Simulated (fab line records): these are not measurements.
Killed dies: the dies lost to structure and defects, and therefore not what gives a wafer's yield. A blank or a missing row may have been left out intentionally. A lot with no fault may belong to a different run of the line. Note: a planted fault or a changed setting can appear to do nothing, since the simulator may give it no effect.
What tool caused it? -- flow sky130 -- Sampling: 12 lots, 36 wafers, 6 of 708 route steps

## WHAT EACH GAUGE READ, for each wafer
SKY_LDD_P_OVL_MEAS_08.
lot,measured,on,LDD_P_OVL (nm)
L203,day 19 04:53,overlay-02,-1.8 -1.7 -1.7
L204,day 19 11:10,overlay-01,-1.7 -0.9 -1.4
L205,day 19 18:52,overlay-01,0.2 -1.0 -0.3
L206,day 19 22:37,overlay-02,-0.7 0.4 0.2
L207,day 20 09:41,overlay-01,-1.3 -0.4 0.3
L212,day 22 04:37,overlay-01,1.2 1.3 4.0
L213,day 22 09:48,overlay-01,1.3 -0.3 -0.3
L215,day 23 12:00,overlay-02,1.4 0.9 1.2
L216,day 24 00:10,overlay-01,-0.1 0.4 1.9
L217,day 24 06:01,overlay-02,-2.0 -0.2 -0.5
L225,day 26 20:43,overlay-01,1.2 0.7 0.7
L226,day 27 03:42,overlay-01,0.7 2.1 0.7

SKY_SPACER_THK_MEAS_01.
lot,measured,on,SPACER_CVD_00_THK (nm)
L203,day 23 03:58,film_metro-03,42.9 43.3 42.9
L204,day 23 10:57,film_metro-01,43.2 43.0 43.4
L205,day 23 15:27,film_metro-01,42.8 43.0 43.1
L206,day 23 23:00,film_metro-02,42.8 42.2 42.6
L207,day 24 08:17,film_metro-02,43.2 42.9 43.0
L212,day 26 03:53,film_metro-03,43.3 43.2 43.0
L213,day 26 07:14,film_metro-03,43.8 43.6 43.9
L215,day 27 08:02,film_metro-01,34.5 34.0 34.2
L216,day 27 20:26,film_metro-02,33.7 33.8 33.4
L217,day 27 23:39,film_metro-02,33.1 32.9 33.2
L225,day 30 11:57,film_metro-03,43.8 43.6 43.7
L226,day 30 18:20,film_metro-01,43.6 43.6 43.1

SKY_POLY_CUT_OVL_MEAS_09.
lot,measured,on,POLY_CUT_OVL (nm)
L203,day 24 11:13,overlay-02,4 -4 4
L204,day 24 17:13,overlay-01,1 7 2
L205,day 24 21:58,overlay-02,6 4 0
L206,day 25 05:22,overlay-01,-4 2 1
L207,day 25 15:01,overlay-01,3 0 8
L212,day 27 09:16,overlay-02,3 0 0
L213,day 27 12:57,overlay-01,3 1 6
L215,day 28 12:42,overlay-02,2 -1 3
L216,day 29 00:03,overlay-01,6 2 6
L217,day 29 03:30,overlay-01,1 -4 -1
L225,day 31 16:16,overlay-01,1 7 4
L226,day 31 22:16,overlay-01,-4 -2 3

SKY_SD_P_OVL_MEAS_08.
lot,measured,on,SD_P_OVL (nm)
L203,day 25 17:37,overlay-01,-1.4 0.4 -1.2
L204,day 25 22:58,overlay-02,1.0 2.2 0.3
L205,day 26 04:25,overlay-02,0.3 2.2 1.7
L206,day 26 10:49,overlay-02,1.9 2.6 2.1
L207,day 26 20:28,overlay-01,2.7 0.2 0.9
L212,day 28 14:30,overlay-02,-0.7 -1.1 -1.1
L213,day 28 17:40,overlay-02,1.3 2.4 2.7
L215,day 29 16:32,overlay-02,-0.7 -0.3 -0.6
L216,day 30 03:58,overlay-01,1.7 1.4 0.1
L217,day 30 07:33,overlay-02,1.4 2.5 1.6
L225,day 32 19:58,overlay-01,1.7 -0.5 -0.8
L226,day 33 00:43,overlay-01,-0.2 0.0 -0.3

## WHAT TOOL EACH LOT RAN ON (gives the tool, then ch and the chambers of the sampled wafers, and finally the start)
lot,SKY_SPACER_CVD_00,SKY_SPACER_ETCHBACK_02
L203,"lpcvd-02 ch 1, day 23 02:44","rie_diel-02 ch 0,3, day 23 04:00"
L204,"lpcvd-02 ch 0, day 23 09:44","rie_diel-03 ch 1,2,3, day 23 11:00"
L205,"lpcvd-02 ch 0, day 23 14:14","rie_diel-02 ch 0,1, day 23 15:30"
L206,"lpcvd-02 ch 1, day 23 21:47","rie_diel-01 ch 0,1, day 23 23:03"
L207,"lpcvd-02 ch 0, day 24 07:05","rie_diel-03 ch 0,2,3, day 24 08:21"
L212,"lpcvd-02 ch 1, day 26 02:41","rie_diel-03 ch 0,1, day 26 03:57"
L213,"lpcvd-02 ch 1, day 26 06:02","rie_diel-01 ch 0,2, day 26 07:18"
L215,"lpcvd-02 ch 1, day 27 06:14","rie_diel-02 ch 0,1,3, day 27 08:06"
L216,"lpcvd-02 ch 1, day 27 19:14","rie_diel-03 ch 0,2,3, day 27 20:30"
L217,"lpcvd-02 ch 1, day 27 22:26","rie_diel-01 ch 0,2, day 27 23:43"
L225,"lpcvd-02 ch 1, day 30 10:44","rie_diel-01 ch 2,3, day 30 12:00"
L226,"lpcvd-02 ch 0, day 30 17:08","rie_diel-02 ch 0,1,2, day 30 18:24"
- SKY_SPACER_CVD_00: deposits Si3N4 from DCS/NH3, target thk 43.1 nm, time 740 s.
- SKY_SPACER_ETCHBACK_02: etches Si3N4 in CH3F/O2, stops on SiO2, time 46.7 s, target depth 45 nm.

## AS READ BY THE TOOLS THEMSELVES (means over the sampled wafers that have a number; for cases with no such wafer, the mark the record gives instead)
SKY_SPACER_CVD_00.
lot,tool,pressure_mtorr (mTorr),spike_tc_top_C (C),zone_power_centre_pct (%),zone_power_upper_pct (%)
L203,lpcvd-02,250.8,786,14.45,13.5
L204,lpcvd-02,250.1,778,14.04,12.4
L205,lpcvd-02,250.2,778,14.03,12.5
L206,lpcvd-02,249.6,785,14.30,13.5
L207,lpcvd-02,249.7,779,14.16,12.5
L212,lpcvd-02,250.3,784,14.59,13.5
L213,lpcvd-02,249.9,785,14.35,13.5
L215,lpcvd-02,250.6,784,14.35,13.5
L216,lpcvd-02,251.0,785,14.54,13.6
L217,lpcvd-02,249.8,784,14.37,13.7
L225,lpcvd-02,250.2,784,14.43,13.6
L226,lpcvd-02,250.4,779,14.02,12.6

SKY_SPACER_ETCHBACK_02.
lot,tool,drypump_motor_current_A (A),oes_product_au (a.u.),throttle_valve_pct (%)
L203,rie_diel-02,5.6,0.853,10.552
L204,rie_diel-03,6.0,0.856,10.562
L205,rie_diel-02,5.5,0.851,10.556
L206,rie_diel-01,5.6,0.846,10.568
L207,rie_diel-03,6.1,0.851,10.565
L212,rie_diel-03,6.4,0.858,10.563
L213,rie_diel-01,5.9,0.857,10.557
L215,rie_diel-02,5.6,0.757,10.551
L216,rie_diel-03,6.1,0.747,10.549
L217,rie_diel-01,5.8,0.748,10.549
L225,rie_diel-01,6.0,0.859,10.566
L226,rie_diel-02,5.8,0.864,10.570

## THE ANSWER, worked out from the rows above alone
Rule: what is usual is taken from the lots themselves. The widest of any qualifying gaps counts: lots, ordered by their means at a reading, are off when they make up no more than a third of the lots, leave a main group of 4 or more, and stand apart from it by 3 or more times the standard deviation of that group's means. Not used: any main group whose means are identical at the precision the tables above print for the reading. Also off: a lot with no number at a reading for which 4 or more lots have one. Any other lot the step has rows for is counted as sound. Order of review: gauges by route order, followed by the tools' own readings, for which a lot's mean as printed above is used. The first step at which some lot is off is used, and at that step the reading that is off furthest; a lot without a number counts as furthest.
Off: L215, L216, L217, at SKY_SPACER_THK_MEAS_01 (SPACER_CVD_00_THK). Main group: mean 43.2 nm, sd 0.36.
If a tool, at a process step before that reading, ran all the lots that are off and no sound lot after the first of them, it fits. The gauges at SKY_SPACER_THK_MEAS_01 aren't tried: what is off there is off at SKY_SPACER_ETCHBACK_02 too, on other tools, and a gauge's error can't cause that. None of those tried fits.

## WHAT THE SIMULATOR PUT IN
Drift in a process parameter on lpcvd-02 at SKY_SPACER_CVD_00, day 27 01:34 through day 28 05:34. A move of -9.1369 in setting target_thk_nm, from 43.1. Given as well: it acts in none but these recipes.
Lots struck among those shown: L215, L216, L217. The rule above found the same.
